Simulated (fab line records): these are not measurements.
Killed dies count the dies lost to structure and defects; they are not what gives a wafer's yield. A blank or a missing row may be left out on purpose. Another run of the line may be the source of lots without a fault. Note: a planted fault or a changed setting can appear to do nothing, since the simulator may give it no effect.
Problem report in the 8D (eight disciplines) form, filled by code / flow sfqLine / the parts of the form that need people (team, actions taken, sign-off) are left out

## 1. THE ISSUE
Across 2 wafers from 2 lots, JJ_NB_RS at SFQ_JJ_RS_MEAS_929 averages 1.726 ohm/sq, while fault-free wafers read 1.051 ohm/sq with a standard deviation of 0.0091. That puts it +74 standard deviations away from the usual mean.
The step: measures by four-point-probe.
Seen first at day 66 18:22 on filmMetro-01, wafer L516.3. Wafers with a number at this step in the record: 42, from 14 lots. Rule for "out", or "out of limits": more than 4 standard deviations from the usual mean. All remaining wafers that have a number are taken as sound.

## 2. WHAT IT IS AND WHAT IT IS NOT
question=which readings at this step | is=JJ_NB_RS | is not=-
question=which lots | is=L516, L519 | is not=L502, L503, L504, L507, L510, L511, L512, L515, L520, L521, L523, L524
question=which wafers of those lots | is=L516.3, L519.3 | is not=L516.2, L516.4, L519.1, L519.4
question=read on which gauges | is=filmMetro-01, filmMetro-02 | is not=filmMetro-03
question=when | is=from day 66 18:22 | is not=up to then (26 sound wafers); but 14 sound wafers of L519, L520, L521, L523, L524 came after

## 3. SUSPECTS, AND WHAT RULES EACH OUT
Counting: if a tool at a process step up to the reading ran every lot that is out, it stays a suspect. Sound lots after the first of them don't rule it out here, since some wafers of a struck lot are sound.
- the gauge at SFQ_JJ_RS_MEAS_929: ruled out. The wafers that are out were read on 2 gauges (filmMetro-01, filmMetro-02).
- pvdSputter-04 at SFQ_TRILAYER_JJ_TRILAYER_DEP_SPUTTER_112 (material Nb, target thk 170 nm, time 113.3 s): kept. It ran every lot that is out, first L516 (day 66 18:16); its last sound lot up to then is L511 (day 63 20:13).
After counting, what remains is pvdSputter-04 at SFQ_TRILAYER_JJ_TRILAYER_DEP_SPUTTER_112.

## 4. THE CAUSE (what the simulator had put in)
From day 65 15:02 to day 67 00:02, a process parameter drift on pvdSputter-04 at SFQ_TRILAYER_JJ_TRILAYER_DEP_SPUTTER_112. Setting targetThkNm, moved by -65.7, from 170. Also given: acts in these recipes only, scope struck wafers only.
This tool alone remained once counting was done.

## 5. THE CHAIN OF EFFECTS, in route order
One row per reading whose mean, taken over the struck wafers that have a number, lies over 3 standard deviations from the usual. Only readings whose record carries a usual standard deviation are examined. hours: median over the lots of the time between each lot's start at the first step of this table that gives one and its start at this step. sigmas: the change, counted in usual standard deviations.
hours=0; step=SFQ_JJ_RS_MEAS_929; reading=JJ_NB_RS; usual=1.051 ohm/sq; on struck wafers=1.726; change=+0.675; sigmas=+74
hours=123; step=SFQ_TRILAYER_JJ_CE_ETCH_RIE_118; reading=oesProductAu; usual=0.988 a.u.; on struck wafers=0.753; change=-0.235; sigmas=-37
Process steps it contains:
- SFQ_TRILAYER_JJ_CE_ETCH_RIE_118: chemistry SF6, target Nb, stops on Al2O3, time 97.7 s, target depth 170 nm.

## 6. HOW IT WOULD HAVE BEEN CAUGHT EARLIER
The first out-of-limits reading at a measuring or inspecting step in this record came at day 66 18:22, 27 hours after the fault's start at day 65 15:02.
No tool reading at SFQ_TRILAYER_JJ_TRILAYER_DEP_SPUTTER_112 that has a usual standard deviation in the record was out on any struck wafer, so an alarm limit of 4 standard deviations on those readings would not have fired.
Lots out: 2; of these, L519 started SFQ_TRILAYER_JJ_TRILAYER_DEP_SPUTTER_112 on pvdSputter-04 after day 66 18:22. A tool hold placed at that time would have kept it from harm.
